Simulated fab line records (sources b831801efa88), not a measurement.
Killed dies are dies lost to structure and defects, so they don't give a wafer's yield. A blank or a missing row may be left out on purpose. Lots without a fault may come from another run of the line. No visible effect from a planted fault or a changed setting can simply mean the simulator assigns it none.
Problem report in the 8D (eight disciplines) form, filled by code	flow gf180mcu	the parts of the form that need people (team, actions taken, sign-off) are left out

== 1. PROBLEM STATEMENT ==
On 2 wafers of 1 lot, cathodeDcPowerW at GF_M4_SPUTTER_04 has a mean of 5762.6 W; fault-free wafers read 6500.0 W, standard deviation 1.1. So: -99 or more standard deviations from the usual mean.
The step: material TiN, target thk 50 nm, time 41.7 s.
The first sign was on wafer L158.2 at day 25 02:21, on pvdSputter-03. The record has a number at this step for 15 wafers belonging to 5 lots. The rule behind "out" and "out of limits": a value lying over 4 standard deviations away from the usual mean. All remaining wafers that have a number are taken as sound.

== 2. WHAT THIS IS AND IS NOT ==
question	is	is not
which readings at this step	cathodeDcPowerW	throttleValvePct
which lots	L158	L150, L167, L170, L173
which wafers of those lots	L158.2, L158.6	L158.1
read on which tools	pvdSputter-03	pvdSputter-01, pvdSputter-04
when	from day 25 02:21	up to then (4 sound wafers); but 9 sound wafers of L167, L170, L173 came after

== 3. THE SUSPECTS, EACH WITH WHAT RULES IT OUT ==
Counting: any tool at a process step up to the reading remains a suspect provided it ran every lot that is out. Sound lots after the first of them don't rule it out here, since some wafers of a struck lot are sound.
- pvdSputter-01 at GF_V3_SPUTTER_21 (material Ti, target thk 15 nm, time 80.02 s): kept. It ran the lot that is out, L158 (day 25 01:28).
- pvdSputter-01 at GF_V3_SPUTTER_22 (material TiN, target thk 10 nm, time 40 s): kept. It ran the lot that is out, L158 (day 25 01:32).
- cvdW-01 at GF_V3_CVD_23 (deposits W, target thk 350 nm, time 104.9 s): kept. The lot that is out, L158, ran on it at day 25 01:34; the last sound lot it ran before that was L150, at day 22 13:14.
- pvdSputter-03 at GF_M4_SPUTTER_04 (material TiN, target thk 50 nm, time 41.7 s): kept. It ran the lot that is out, L158 (day 25 02:21). Its own cathodeDcPowerW readings are out on those wafers.
Left after counting: pvdSputter-01 at GF_V3_SPUTTER_21, pvdSputter-01 at GF_V3_SPUTTER_22, cvdW-01 at GF_V3_CVD_23, pvdSputter-03 at GF_M4_SPUTTER_04.

== 4. THE CAUSE (what the simulator had put in) ==
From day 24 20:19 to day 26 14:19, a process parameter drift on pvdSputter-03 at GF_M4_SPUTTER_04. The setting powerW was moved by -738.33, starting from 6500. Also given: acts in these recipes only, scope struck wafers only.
Of the 4 suspects that counting leaves, this tool is one.

== 5. THE CHAIN OF EFFECTS, in route order ==
Rows list readings where the struck wafers' mean (over those with a number) sits beyond 3 standard deviations from the usual. Only readings whose record carries a usual standard deviation are examined. hours: median over the lots of the time between each lot's start at the first step of this table that gives one and its start at this step. sigmas: the change, counted in usual standard deviations.
hours	step	reading	usual	on struck wafers	change	sigmas
0	GF_M4_SPUTTER_04	cathodeDcPowerW	6500.0 W	5762.6	-737.4	-99 or more
Its process steps:
- GF_M4_SPUTTER_04: material TiN, target thk 50 nm, time 41.7 s.
Later steps that measure or inspect, where all struck wafers having a row at the step show a number for every such reading and not one has moved that far: GF_M4_RS_MEAS_05, GF_M4_THK_MEAS_06, GF_M4_CD_MEAS_14, GF_M4_OVL_MEAS_15, GF_V4_THK_MEAS_01, GF_V4_THK_MEAS_03, GF_V4_BOW_MEAS_05.

== 6. HOW IT WOULD HAVE BEEN CAUGHT EARLIER ==
In this record the first reading out of limits was taken at day 25 02:21, 6 hours after the fault began at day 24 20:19.
